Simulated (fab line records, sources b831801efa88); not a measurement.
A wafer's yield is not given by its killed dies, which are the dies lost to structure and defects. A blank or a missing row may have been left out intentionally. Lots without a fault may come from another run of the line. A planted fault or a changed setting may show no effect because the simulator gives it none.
fab line records | flow sky130 | part 2 of 2: steps 35 to 46 of 46
[record] lots = 5 wafers = 15 lastDay = 49
route steps=708 shown LDD_N@251 LDD_P@255 LDD_HVN@267 LDD_HVP@278 LDD_LDN@289
lots that met no fault: from a run of the same line without faults
startH: hours from the record's opening day to when the first of the lot's shown wafers began | waitH: how many hours have passed since the lot's step before this one | " repeats the value in the row above | L1.1+2: a row that stands for several wafers | - value missing, or start not given | * or withheld: withheld | < > ~ a bound
route shown NAME@n: names a module that has steps shown in the file, with the first one's number in the route | usual: mean and standard deviation over wafers with no fault | same: alike in all rows | chamber/n: place in a boat | sites: each site's reading | _std_site: their standard deviation | _edge_site: mean of outer sites minus mean of inner sites | radiusMm: for every site, how far away it sits from the centre of the wafer | mask NAME#n: copy n | behind: the tool/chamber that last shaped the wafer | hold: why the lot went on hold/how many hours it stayed there/how the hold came to an end | device: the transistor (n, p or np) that didn't switch | end of line: the route-end tests of the same wafers | a step without rows: its recipe alone | killed: not the wafer's yield, but the dies lost to structure and defects at the first sort | map: a wafer's dies, x killed, . not, _ none there
set.NAME: setting as actually run; set.NAME@STEP: the setting as run at that earlier step | model.NAME: the simulator's own value behind a step, which no gauge read
lots at some steps of the route; a table a step, a row a wafer
services: the hour from which a tool's chamber was out of use, counted from the record's first day as startH (under 0 if before that day), plus the number of hours and why
[[steps]]
[step SKY_LDD_HVP_OVL_MEAS_07]
[usual] LDD_HVP_OVL = -0.5/1.3
// columns lot.wafer tool chamber startH waitH LDD_HVP_OVL[nm]
L075.3 overlay-01 - 515.63 0.1 1.3
L075.4 " - " " 1.5
L075.6 " - " " 2.1
L076.1 overlay-02 - 522.62 0.1 -3.1
L076.3 " - " " -2.8
L076.6 " - " " -2.6
L084.2 overlay-02 - 582.28 0.1 -1.5
L084.3 " - " " -1.9
L084.6 " - " " -0.7
L087.1 overlay-02 - 614.25 0.1 -1.2
L087.2 " - " " 0.4
L087.3 " - " " -0.5
L090.1 overlay-02 - 634.52 0.1 0.1
L090.2 " - " " 1.1
L090.5 " - " " 0.3
[step SKY_LDD_HVP_IMPLANT_08]
[recipe] species = B energyKev = 20 doseCm2 = 1.7e+13 tiltDeg = 17.9
[usual] doseIonsCm2 = 1.7003e+13/1.7e+10
// columns lot.wafer tool chamber startH waitH doseIonsCm2
L075.3 implanter-03 0 515.71 0.1 1.7011e+13
L075.4 " 0 " " 1.6982e+13
L075.6 " 0 " " 1.7033e+13
L076.1 implanter-03 0 522.66 0.0 1.698e+13
L076.3 " 0 " " 1.7004e+13
L076.6 " 0 " " 1.7016e+13
L084.2 implanter-03 0 582.33 0.0 1.7003e+13
L084.3 " 0 " " 1.7035e+13
L084.6 " 0 " " 1.7015e+13
L087.1 implanter-01 0 614.28 0.0 1.7008e+13
L087.2 " 0 " " 1.6989e+13
L087.3 " 0 " " 1.7002e+13
L090.1 implanter-03 0 634.56 0.0 1.7001e+13
L090.2 " 0 " " 1.6978e+13
L090.5 " 0 " " 1.6976e+13
[step SKY_LDD_HVP_STRIP_09]
[recipe] chemistry = O2/N2 powerW = 1400 pressureMtorr = 1500 platenTempC = withheld o2FlowSccm = 3000 n2FlowSccm = 300 overashFraction = 0.5
[usual] drypumpMotorCurrentA = 5.4/0.32 n2FlowSccm = 299.9/0.89 oesProductAu = 0.409/0.0049 stripTimeToEndpointS = 4.136/0.015
// columns lot.wafer tool chamber startH waitH drypumpMotorCurrentA n2FlowSccm oesProductAu rfHoursCounterH stripTimeToEndpointS
L075.3 plasmaAsher-04 1 515.84 0.1 5.8 299.3 0.411 - 4.120
L075.4 " 0 " " 5.1 301.8 0.406 - 4.117
L075.6 " 0 " " 5.1 302.2 0.413 - 4.113
L076.1 plasmaAsher-03 0 522.81 0.1 5.3 299.1 0.411 38 4.138
L076.3 " 0 " " 5.3 299.6 0.419 - 4.127
L076.6 " 1 " " 5.2 299.5 0.414 - 4.139
L084.2 plasmaAsher-04 1 582.46 0.1 5.8 298.6 0.413 78 4.116
L084.3 " 0 " " 5.1 299.7 0.402 - 4.139
L084.6 " 0 " " 5.1 300.7 0.411 - 4.130
L087.1 plasmaAsher-04 0 614.43 0.1 5.1 300.0 0.404 81 4.158
L087.2 " 1 " " 5.8 299.8 0.404 81 4.138
L087.3 " 0 " " 5.1 300.1 0.406 - 4.124
L090.1 plasmaAsher-04 0 634.71 0.1 5.1 301.5 0.410 83 4.162
L090.2 " 1 " " 5.8 299.3 0.405 83 4.119
L090.5 " 0 " " 5.1 299.3 0.409 - 4.145
[step SKY_LDD_HVP_TW_MEAS_10]
[usual] LDD_HVP_TW = 455/3.9
// columns lot.wafer tool chamber startH waitH LDD_HVP_TW
L075.3 filmMetro-02 - 515.93 0.1 455
L075.4 " - " " 455
L075.6 " - " " 454
L076.1 filmMetro-04 - 522.91 0.1 453
L076.3 " - " " 448
L076.6 " - " " 453
L084.2 filmMetro-02 - 582.57 0.1 458
L084.3 " - " " 457
L084.6 " - " " 456
L087.1 filmMetro-02 - 614.53 0.1 455
L087.2 " - " " 454
L087.3 " - " " 453
L090.1 filmMetro-02 - 634.81 0.1 452
L090.2 " - " " 455
L090.5 " - " " 456
[step SKY_LDD_LDN_DEHYDRATE_00]
[recipe] tempC = 200 timeS = 60
// columns lot.wafer tool chamber startH waitH
L075.3+4+6 lithoTrack-04 0 530.20 14.3
L076.1+3+6 lithoTrack-04 0 537.25 14.3
L084.2+3+6 lithoTrack-01 0 596.09 13.5
L087.1+2+3 lithoTrack-04 0 628.05 13.5
L090.1+2+5 lithoTrack-03 0 648.87 14.1
[step SKY_LDD_LDN_HMDS_01]
[recipe] primeTimeS = 60 primeTempC = 120
// columns lot.wafer tool chamber startH waitH
L075.3+4+6 lithoTrack-04 0 530.35 0.1
L076.1+3+6 lithoTrack-04 0 537.40 0.1
L084.2+3+6 lithoTrack-01 0 596.24 0.1
L087.1+2+3 lithoTrack-04 0 628.20 0.1
L090.1+2+5 lithoTrack-03 0 649.02 0.1
[step SKY_LDD_LDN_COAT_02]
[recipe] resist = NOVOLAK spinRpm = 3000 resistThkNm = 1140
// columns lot.wafer tool chamber startH waitH
L075.3+4+6 lithoTrack-04 0 530.50 0.1
L076.1+3+6 lithoTrack-04 0 537.55 0.1
L084.2+3+6 lithoTrack-01 0 596.39 0.1
L087.1+2+3 lithoTrack-04 0 628.35 0.1
L090.1+2+5 lithoTrack-03 0 649.17 0.1
[step SKY_LDD_LDN_SOFTBAKE_03]
[recipe] tempC = 90 timeS = 60 resist = NOVOLAK
// columns lot.wafer tool chamber startH waitH
L075.3+4+6 lithoTrack-04 0 530.65 0.1
L076.1+3+6 lithoTrack-04 0 537.70 0.1
L084.2+3+6 lithoTrack-01 0 596.54 0.1
L087.1+2+3 lithoTrack-04 0 628.50 0.1
L090.1+2+5 lithoTrack-03 0 649.32 0.1
[step SKY_LDD_LDN_EXPOSE_04]
[recipe] maskId = LDNTM na = 0.6 sourceShape = conventional sigmaOuter = 0.6 polarization = unpolarized targetCdNm = 700 doseMj = 140
// columns lot.wafer tool chamber startH waitH mask
L075.3+4+6 ilineStepper-02 0 - - LDNTM#0
L076.1+3+6 ilineStepper-02 0 - - LDNTM#0
L084.2+3+6 ilineStepper-02 0 - - LDNTM#0
L087.1+2+3 ilineStepper-02 0 - - LDNTM#0
L090.1+2+5 ilineStepper-01 0 - - LDNTM#0
[step SKY_LDD_LDN_PEB_05]
[recipe] tempC = withheld timeS = * resist = NOVOLAK
// columns lot.wafer tool chamber startH waitH
L075.3+4+6 lithoTrack-03 0 - -
L076.1+3+6 lithoTrack-03 0 - -
L084.2+3+6 lithoTrack-04 0 - -
L087.1+2+3 lithoTrack-03 0 - -
L090.1+2+5 lithoTrack-01 0 - -
[step SKY_LDD_LDN_DEVELOP_06]
[recipe] resist = NOVOLAK developer = TMAH developTimeS = 60 devTempC = 23
// columns lot.wafer tool chamber startH waitH
L075.3+4+6 lithoTrack-03 0 545.92 0.1
L076.1+3+6 lithoTrack-03 0 552.92 0.1
L084.2+3+6 lithoTrack-04 0 610.92 0.1
L087.1+2+3 lithoTrack-03 0 643.02 0.1
L090.1+2+5 lithoTrack-01 0 663.31 0.1
[step SKY_LDD_LDN_OVL_MEAS_07]
[usual] LDD_LDN_OVL = 0.7/1.5
// columns lot.wafer tool chamber startH waitH LDD_LDN_OVL[nm]
L075.3 overlay-02 - 546.03 0.1 1.0
L075.4 " - " " 1.0
L075.6 " - " " 0.9
L076.1 overlay-02 - 553.07 0.1 1.0
L076.3 " - " " 0.2
L076.6 " - " " 2.0
L084.2 overlay-02 - 611.05 0.1 1.0
L084.3 " - " " 0.2
L084.6 " - " " 0.5
L087.1 overlay-01 - 643.17 0.1 0.0
L087.2 " - " " -0.2
L087.3 " - " " -0.3
L090.1 overlay-02 - 663.46 0.1 1.8
L090.2 " - " " 2.8
L090.5 " - " " 0.5
[[services]]
// columns tool chamber startH hours kind
implanter-02 - 401.46 7.1 repair
plasmaAsher-01 - 421.25 9.0 pm
implanter-04 - 428.47 1.7 repair
plasmaAsher-03 - 433.61 1.2 repair
implanter-04 - 433.74 6.1 repair
implanter-03 - 454.57 7.4 pm
implanter-02 - 461.56 1.3 repair
implanter-02 - 462.83 1.8 pm
implanter-04 - 468.90 1.4 repair
plasmaAsher-01 - 470.70 3.5 repair
implanter-04 - 478.98 0.8 repair
plasmaAsher-02 - 481.67 1.0 repair
implanter-01 - 488.93 2.3 repair
plasmaAsher-01 - 494.59 1.1 repair
plasmaAsher-01 - 504.35 7.3 repair
implanter-02 - 512.87 18.3 repair
plasmaAsher-01 - 524.93 8.2 repair
ilineStepper-01 - 566.57 1.7 pm
ilineStepper-02 - 575.33 0.8 pm
ilineStepper-01 - 584.45 2.0 repair
plasmaAsher-01 - 598.70 2.8 pm
implanter-04 - 613.84 1.0 repair
ilineStepper-02 - 624.67 1.2 repair
implanter-03 - 634.95 69.3 pm
